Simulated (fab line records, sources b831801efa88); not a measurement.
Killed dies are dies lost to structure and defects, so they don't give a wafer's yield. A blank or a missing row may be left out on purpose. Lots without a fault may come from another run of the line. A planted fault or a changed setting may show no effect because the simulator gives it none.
fab line records | flow sky130
record lots=6 wafers=17 last_day=50
route steps=708 shown CONTACT@413 PAD_OPEN@708
lots that met no fault: from a run of the same line without faults
start_h: hours from the record's first day to the start of the lot's first wafer shown | wait_h: hours since the lot's step before | " the same as in the row above | L1.1+2: a row that stands for several wafers | - no value, or no start given | * or withheld: withheld | < > ~ a bound
route shown NAME@n: a module of which the file shows steps, and the number in the route of the first | usual: mean/standard deviation of fault-free wafers | same: alike in all rows | chamber/n: place in a boat | sites: the reading at each site | _std_site: their standard deviation | _edge_site: outer sites' mean less inner sites' | radius_mm: how far each site lies from the wafer's centre | mask NAME#n: copy n | behind: the tool/chamber that last shaped the wafer | hold: why the lot was held/for how many hours/how that ended | device: the transistor (n, p or np) that didn't switch | end of line: the same wafers' tests at the end of the route | a step without rows: its recipe alone | killed: dies lost to structure and defects at the first sort, not the wafer's yield | map: a wafer's dies, x killed, . not, _ none there
set.NAME: the setting as run; set.NAME@STEP: as run at that earlier step | model.NAME: the simulator's own value behind a step, which no gauge read
lots at some steps of the route; a table a step, a row a wafer
services: from which hour (start_h, from the record's first day; less than 0 if before it) a tool's chamber was out of use, for how many hours, and why
## steps
# step SKY_CONTACT_HMDS_07
# recipe prime_time_s=60 prime_temp_c=120
# step SKY_CONTACT_COAT_08
# recipe resist=BARC temp_c=withheld time_s=withheld spin_rpm=3000 resist_thk_nm=60
# step SKY_CONTACT_COAT_09
# recipe resist=KrF-thick spin_rpm=3000 resist_thk_nm=444.6
# step SKY_CONTACT_SOFTBAKE_10
# recipe temp_c=100 time_s=90 resist=KrF-thick
# step SKY_CONTACT_EXPOSE_11
# recipe mask_id=CTM1 na=0.8 source_shape=annular sigma_inner=0.55 sigma_outer=0.85 target_cd_nm=170 dose_mj=38
# step SKY_CONTACT_PEB_12
# recipe peb_temp_c=withheld peb_time_s=withheld resist=KrF-thick
# step SKY_CONTACT_DEVELOP_13
# recipe develop_time_s=60 resist=KrF-thick dev_temp_c=21
# step SKY_CONTACT_CD_MEAS_14
# recipe target_cd_nm=170
# usual cd_nm=170.1/1.4
# columns lot.wafer tool chamber start_h wait_h cd_nm
L890.1 cd_sem-01 - 788.83 - 168.5
L890.5 " - " " 168.5
L890.6 " - " " 169.3
L892.4 cd_sem-02 - 823.20 - 168.1
L892.6 " - " " 168.3
L897.2 cd_sem-01 - 854.75 - 167.3
L897.5 " - " " 167.0
L897.6 " - " " 167.7
L899.1 cd_sem-01 - 864.34 - 171.7
L899.3 " - " " 170.3
L899.5 " - " " 170.8
L902.1 cd_sem-02 - 885.98 - 168.4
L902.2 " - " " 167.9
L902.3 " - " " 168.3
L903.1 cd_sem-01 - 890.53 - 170.1
L903.2 " - " " 171.5
L903.5 " - " " 171.5
# step SKY_CONTACT_OVL_MEAS_15
# usual CONTACT_OVL=4/5.6
# columns lot.wafer tool chamber start_h wait_h CONTACT_OVL[nm]
L890.1 overlay-01 - 788.95 0.1 -4
L890.5 " - " " -1
L890.6 " - " " -3
L892.4 overlay-02 - 823.27 0.1 11
L892.6 " - " " 16
L897.2 overlay-02 - 854.86 0.1 17
L897.5 " - " " 14
L897.6 " - " " 16
L899.1 overlay-02 - 864.46 0.1 4
L899.3 " - " " 3
L899.5 " - " " 3
L902.1 overlay-02 - 886.10 0.1 -5
L902.2 " - " " -6
L902.3 " - " " 2
L903.1 overlay-02 - 890.65 0.1 8
L903.2 " - " " 11
L903.5 " - " " 8
# step SKY_CONTACT_ETCH_16
# recipe chemistry=N2/H2 target=BARC ion_energy_ev=200 source_w=500 bias_w=100 pressure_mtorr=30 n2_flow_sccm=100 h2_flow_sccm=200 stop_on=SiO2 time_s=45.9 target_depth_a=600
# usual drypump_motor_current_A=5.7/0.38 n2_flow_sccm=100.01/0.3 oes_product_au=0.854/0.0048 throttle_valve_pct=13.224/0.0093
# columns lot.wafer tool chamber start_h wait_h drypump_motor_current_A n2_flow_sccm oes_product_au rf_hours_counter_h throttle_valve_pct
L890.1 rie_diel-01 0 788.99 0.0 5.9 99.93 0.850 3 13.233
L890.5 " 1 " " 5.4 99.90 0.855 - 13.229
L890.6 " 2 " " 5.0 100.17 0.849 - 13.203
L892.4 rie_diel-04 1 823.29 0.0 6.0 99.58 0.850 19 13.223
L892.6 " 0 " " 6.2 99.77 0.856 - 13.228
L897.2 rie_diel-01 0 854.89 0.0 5.9 100.06 0.853 5 13.228
L897.5 " 0 " " 5.8 100.03 0.853 - 13.239
L897.6 " 1 " " 5.4 99.68 0.850 - 13.229
L899.1 rie_diel-02 2 864.49 0.0 5.0 100.24 0.856 11 13.225
L899.3 " 1 " " 5.5 100.35 0.857 14 13.241
L899.5 " 0 " " 5.9 100.38 0.849 - 13.230
L902.1 rie_diel-01 0 886.14 0.0 5.9 99.66 0.853 6 13.246
L902.2 " 3 " " 6.4 100.11 0.857 25 13.219
L902.3 " 2 " " 5.0 99.52 0.857 28 13.229
L903.1 rie_diel-01 1 890.68 0.0 5.4 100.07 0.855 10 13.217
L903.2 " 0 " " 5.9 99.84 0.856 6 13.218
L903.5 " 0 " " 5.9 100.35 0.852 - 13.220
# step SKY_CONTACT_ETCH_17
# recipe target=SiO2 chemistry=C4F8/O2/Ar stop_on=Si3N4 mask_material=KrF-thick source_w=1500 bias_w=1200 pressure_mtorr=40 c4f8_flow_sccm=withheld O2_flow_sccm=6 Ar_flow_sccm=300 time_s=withheld target_depth_a=3400
# usual oes_product_au=0.892/0.0047
# columns lot.wafer tool chamber start_h wait_h oes_product_au
L890.1 rie_diel-01 0 789.03 0.0 0.898
L890.5 " 1 " " 0.890
L890.6 " 2 " " 0.889
L892.4 rie_diel-04 1 823.33 0.0 0.893
L892.6 " 0 " " 0.888
L897.2 rie_diel-01 0 854.93 0.0 0.900
L897.5 " 0 " " 0.896
L897.6 " 1 " " 0.895
L899.1 rie_diel-02 2 864.53 0.0 0.893
L899.3 " 1 " " 0.895
L899.5 " 0 " " 0.891
L902.1 rie_diel-01 0 886.18 0.0 0.892
L902.2 " 3 " " 0.889
L902.3 " 2 " " 0.890
L903.1 rie_diel-01 1 890.73 0.0 0.888
L903.2 " 0 " " 0.894
L903.5 " 0 " " 0.892
# step SKY_CONTACT_ETCH_18
# recipe target=Si3N4 chemistry=CHF3/O2 stop_on=TiN source_w=600 bias_w=200 pressure_mtorr=40 chf3_flow_sccm=50 O2_flow_sccm=5 time_s=39 target_depth_a=750
# usual drypump_motor_current_A=5.7/0.38 oes_product_au=0.855/0.0089 throttle_valve_pct=8.793/0.0099
# columns lot.wafer tool chamber start_h wait_h drypump_motor_current_A oes_product_au rf_hours_counter_h throttle_valve_pct
L890.1 rie_diel-01 0 - - 5.9 0.865 3 8.808
L890.5 " 1 " " 5.4 0.870 - 8.794
L890.6 " 2 " " 5.0 0.870 - 8.802
L892.4 rie_diel-04 1 - - 6.0 0.846 19 8.783
L892.6 " 0 " " 6.1 0.854 - 8.795
L897.2 rie_diel-01 0 - - 5.9 0.852 5 8.801
L897.5 " 0 " " 5.9 0.860 - 8.801
L897.6 " 1 " " 5.4 0.846 - 8.788
L899.1 rie_diel-02 2 - - 5.1 0.854 11 8.781
L899.3 " 1 " " 5.5 0.862 14 8.807
L899.5 " 0 " " 5.9 0.866 - 8.792
L902.1 rie_diel-01 0 - - 5.9 0.848 6 8.775
L902.2 " 3 " " 6.4 0.854 25 8.813
L902.3 " 2 " " 5.0 0.846 28 8.784
L903.1 rie_diel-01 1 - - 5.4 0.840 10 8.780
L903.2 " 0 " " 5.9 0.838 6 8.806
L903.5 " 0 " " 5.9 0.850 - 8.798
# step SKY_CONTACT_STRIP_19
# recipe chemistry=O2/N2 power_w=1400 pressure_mtorr=1500 platen_temp_c=withheld o2_flow_sccm=3000 n2_flow_sccm=300 overash_fraction=0.5
# usual drypump_motor_current_A=5.6/0.36 n2_flow_sccm=299.9/0.9 oes_product_au=0.379/0.005 strip_time_to_endpoint_s=3.56/0.057
# same overash_fraction=0.5
# columns lot.wafer tool chamber start_h wait_h drypump_motor_current_A n2_flow_sccm oes_product_au rf_hours_counter_h strip_time_to_endpoint_s
L890.1 plasma_asher-03 0 789.12 - 5.7 300.2 0.381 66 3.29
L890.5 " 1 " " 6.1 299.9 0.377 - 3.31
L890.6 " 0 " " 5.7 300.4 0.380 - 3.31
L892.4 plasma_asher-03 0 823.46 - 5.7 299.5 0.379 - 3.32
L892.6 " 1 " " 6.1 299.2 0.379 - 3.23
L897.2 plasma_asher-02 0 855.02 - 5.2 299.4 0.377 11 3.46
L897.5 " 0 " " 5.2 299.4 0.373 - 3.46
L897.6 " 1 " " 5.9 300.9 0.376 - 3.53
L899.1 plasma_asher-02 0 864.62 - 5.2 301.3 0.380 12 3.63
L899.3 " 0 " " 5.1 300.8 0.384 - 3.67
L899.5 " 1 " " 5.9 300.0 0.379 - 3.51
L902.1 plasma_asher-04 1 886.27 - 5.7 298.7 0.378 109 3.47
L902.2 " 0 " " 5.1 300.1 0.374 109 3.54
L902.3 " 0 " " 5.1 299.4 0.376 - 3.58
L903.1 plasma_asher-03 1 890.82 - 6.1 300.6 0.376 76 3.54
L903.2 " 0 " " 5.7 299.7 0.372 76 3.50
L903.5 " 1 " " 6.1 299.1 0.374 - 3.48
# step SKY_CONTACT_STRIP_20
# recipe chemistry=post_etch_residue_remover time_s=1200 temp_c=72.5
# step SKY_PAD_OPEN_PROBE_99
# usual killed_at_M0_to_M3=44/7.3 killed_at_M4_up=3.3/1.8 killed_at_contacts=24/5.3 killed_at_front_end=16/5 killed_at_other=0.2/0.51 killed_dies=87/10 killed_on_rim=17/3.9 killed_open=47/7.5 killed_short=40/6.3
# same gross_dies=492 killed_at_back_side=0
# columns lot.wafer tool chamber start_h wait_h killed_at_M0_to_M3 killed_at_M4_up killed_at_contacts killed_at_front_end killed_at_other killed_dies killed_on_rim killed_open killed_short
L890.1 prober-02 - 1120.40 0.1 28 2 24 20 1 75 16 39 36
L890.5 prober-02 - 1120.60 0.2 31 1 28 25 1 86 18 45 41
L890.6 prober-02 - 1120.65 0.2 34 5 28 29 0 96 19 57 39
L892.4 prober-01 - 1142.96 0.2 46 0 32 19 0 97 13 54 43
L892.6 prober-01 - 1143.06 0.2 29 5 18 7 0 59 16 28 31
L897.2 prober-02 - 1167.50 0.1 44 4 22 14 2 86 10 46 39
L897.5 prober-02 - 1167.65 0.2 38 3 22 21 1 85 19 43 42
L897.6 prober-02 - 1167.70 0.2 58 3 20 16 0 97 27 56 41
L899.1 prober-02 - 1176.25 0.1 52 4 23 6 1 86 17 45 41
L899.3 prober-02 - 1176.35 0.2 42 4 38 8 0 92 18 54 38
L899.5 prober-02 - 1176.45 0.2 39 4 28 9 0 80 16 50 30
L902.1 prober-01 - 1189.78 0.1 44 4 35 12 0 95 18 51 44
L902.2 prober-01 - 1189.83 0.1 51 6 29 24 0 110 23 62 48
L902.3 prober-01 - 1189.88 0.2 40 5 24 19 0 88 21 33 55
L903.1 prober-02 - 1194.61 0.1 37 1 22 14 0 74 22 46 28
L903.2 prober-02 - 1194.66 0.1 44 2 30 24 0 100 18 53 47
L903.5 prober-02 - 1194.81 0.2 38 3 26 18 0 85 22 54 31
# killed by level:class
L890.1 CONTACT:geometric_particle:open=9 FIELD_ISO:geometric_particle:short=8 VIA1:geometric_particle:open=8 LI_CONTACT:geometric_particle:open=6 VIA1:geometric_particle:short=5 FIELD_ISO:geometric_particle:open=4 LOCAL_INTERCONNECT:geometric_particle:short=4 VIA2:geometric_particle:open=4
L890.5 CONTACT:geometric_particle:open=10 FIELD_ISO:geometric_particle:short=7 LOCAL_INTERCONNECT:geometric_particle:short=7 VIA2:geometric_particle:open=7 VIA1:geometric_particle:open=6 FIELD_ISO:geometric_particle:open=5 METAL2:geometric_particle:short=5 VIA3:geometric_particle:open=5
L890.6 CONTACT:geometric_particle:open=15 VIA1:geometric_particle:open=11 FIELD_ISO:geometric_particle:open=9 FIELD_ISO:geometric_particle:short=8 POLY_GATE:geometric_particle:short=5 VIA3:geometric_particle:open=5 LI_CONTACT:geometric_particle:open=4 VIA1:geometric_particle:short=4
L892.4 VIA3:geometric_particle:open=10 CONTACT:geometric_particle:open=8 LI_CONTACT:geometric_particle:open=8 CONTACT:geometric_particle:short=8 VIA1:geometric_particle:open=7 VIA2:geometric_particle:open=6 FIELD_ISO:geometric_particle:open=5 METAL2:geometric_particle:short=5
L892.6 VIA1:geometric_particle:open=7 CONTACT:geometric_particle:short=6 VIA2:geometric_particle:open=5 LOCAL_INTERCONNECT:geometric_particle:short=4 METAL1:geometric_particle:short=4 LI_CONTACT:geometric_particle:open=3 CONTACT:geometric_particle:open=3 VIA3:geometric_particle:open=3
L897.2 VIA3:geometric_particle:open=10 VIA1:geometric_particle:open=8 VIA3:geometric_particle:short=7 LI_CONTACT:geometric_particle:open=6 CONTACT:geometric_particle:open=6 METAL1:geometric_particle:short=6 VIA2:geometric_particle:open=4 FIELD_ISO:geometric_particle:open=3
L897.5 VIA1:geometric_particle:open=9 LI_CONTACT:geometric_particle:open=7 CONTACT:geometric_particle:open=7 POLY_GATE:geometric_particle:short=6 METAL1:geometric_particle:short=6 FIELD_ISO:geometric_particle:short=5 POLY_GATE:geometric_particle:open=5 VIA3:geometric_particle:short=4
L897.6 VIA1:geometric_particle:open=13 CONTACT:geometric_particle:open=9 VIA3:geometric_particle:open=8 METAL1:geometric_particle:short=7 VIA1:geometric_particle:short=7 VIA2:geometric_particle:open=7 METAL2:geometric_particle:short=7 FIELD_ISO:geometric_particle:open=5
L899.1 VIA3:geometric_particle:open=10 VIA2:geometric_particle:open=10 METAL1:geometric_particle:short=9 CONTACT:geometric_particle:open=9 METAL3:geometric_particle:short=6 LI_CONTACT:geometric_particle:open=5 CONTACT:geometric_particle:short=5 VIA1:geometric_particle:open=5
L899.3 CONTACT:geometric_particle:open=15 VIA1:geometric_particle:open=11 LI_CONTACT:geometric_particle:open=9 VIA2:geometric_particle:open=6 METAL3:geometric_particle:short=5 LOCAL_INTERCONNECT:geometric_particle:short=5 METAL2:geometric_particle:short=5 CONTACT:geometric_particle:short=4
L899.5 VIA1:geometric_particle:open=12 LI_CONTACT:geometric_particle:open=11 CONTACT:geometric_particle:open=6 VIA2:geometric_particle:open=6 VIA3:geometric_particle:open=5 LOCAL_INTERCONNECT:geometric_particle:short=4 VIA1:geometric_particle:short=4 VIA3:geometric_particle:short=4
L902.1 CONTACT:geometric_particle:open=13 LI_CONTACT:geometric_particle:open=11 VIA1:geometric_particle:open=9 METAL1:geometric_particle:short=8 VIA2:geometric_particle:open=8 METAL2:geometric_particle:short=5 FIELD_ISO:geometric_particle:short=4 CONTACT:geometric_particle:short=4
L902.2 VIA2:geometric_particle:open=14 VIA1:geometric_particle:open=11 FIELD_ISO:geometric_particle:short=10 CONTACT:geometric_particle:open=9 LI_CONTACT:geometric_particle:open=9 LOCAL_INTERCONNECT:geometric_particle:short=8 VIA3:geometric_particle:open=7 METAL2:geometric_particle:short=6
L902.3 METAL1:geometric_particle:short=9 CONTACT:geometric_particle:short=7 POLY_GATE:geometric_particle:short=6 LI_CONTACT:geometric_particle:open=6 METAL2:geometric_particle:short=6 FIELD_ISO:geometric_particle:open=5 FIELD_ISO:geometric_particle:short=5 VIA3:geometric_particle:open=5
L903.1 CONTACT:geometric_particle:open=14 VIA1:geometric_particle:open=12 FIELD_ISO:geometric_particle:open=9 VIA2:geometric_particle:open=5 CONTACT:geometric_particle:short=4 METAL1:geometric_particle:short=4 METAL2:geometric_particle:short=4 VIA3:geometric_particle:open=3
L903.2 CONTACT:geometric_particle:open=10 VIA1:geometric_particle:short=8 LI_CONTACT:geometric_particle:open=8 POLY_GATE:geometric_particle:open=7 VIA1:geometric_particle:open=7 VIA3:geometric_particle:open=7 METAL2:geometric_particle:short=6 FIELD_ISO:geometric_particle:short=5
L903.5 VIA1:geometric_particle:open=14 CONTACT:geometric_particle:open=13 VIA2:geometric_particle:open=9 POLY_GATE:geometric_particle:open=7 METAL2:geometric_particle:short=7 FIELD_ISO:geometric_particle:short=5 LI_CONTACT:geometric_particle:open=4 LOCAL_INTERCONNECT:geometric_particle:short=4
## services
# columns tool chamber start_h hours kind
plasma_asher-03 - 767.61 3.6 repair
rie_diel-02 0 790.08 - clean
rie_diel-02 0 790.08 15.0 scheduled_down
rie_diel-02 0 790.08 15.0 vent_cycle
rie_diel-04 2 797.30 - clean
rie_diel-04 2 797.30 21.8 scheduled_down
rie_diel-04 2 797.30 21.8 vent_cycle
rie_diel-01 1 799.10 2.4 repair
plasma_asher-04 - 820.85 1.5 repair
rie_diel-04 0 828.41 6.8 repair
rie_diel-04 - 842.36 15.6 pm
rie_diel-02 3 858.78 - clean
rie_diel-02 3 858.78 13.2 scheduled_down
rie_diel-02 3 858.78 13.2 vent_cycle
rie_diel-01 0 873.29 3.9 repair
rie_diel-04 2 877.99 6.4 repair
## key
first_sign step=SKY_CONTACT_STRIP_19 reading=strip_time_to_endpoint_s direction=down sigmas=4.6 usual=* struck=*
effect none on later readings
met_at SKY_CONTACT_STRIP_19
struck_wafers L890.1,L890.5,L890.6,L892.4,L892.6
tester_left_out L890,L892
fault kind=process_parameter_drift tool=plasma_asher-03 chamber=- onset_h=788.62 steps=SKY_CONTACT_STRIP_19 channel=power_w offset=* shape=step end_h=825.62 acts_in=* stated=*
# tester_left_out: of these lots the tester's yield and bins aren't shown, on N5 and GAA mostly nor the transistor test; their killed dies are dies lost to structure and defects alone, not to doping, threshold or leakage, so they don't give the yield
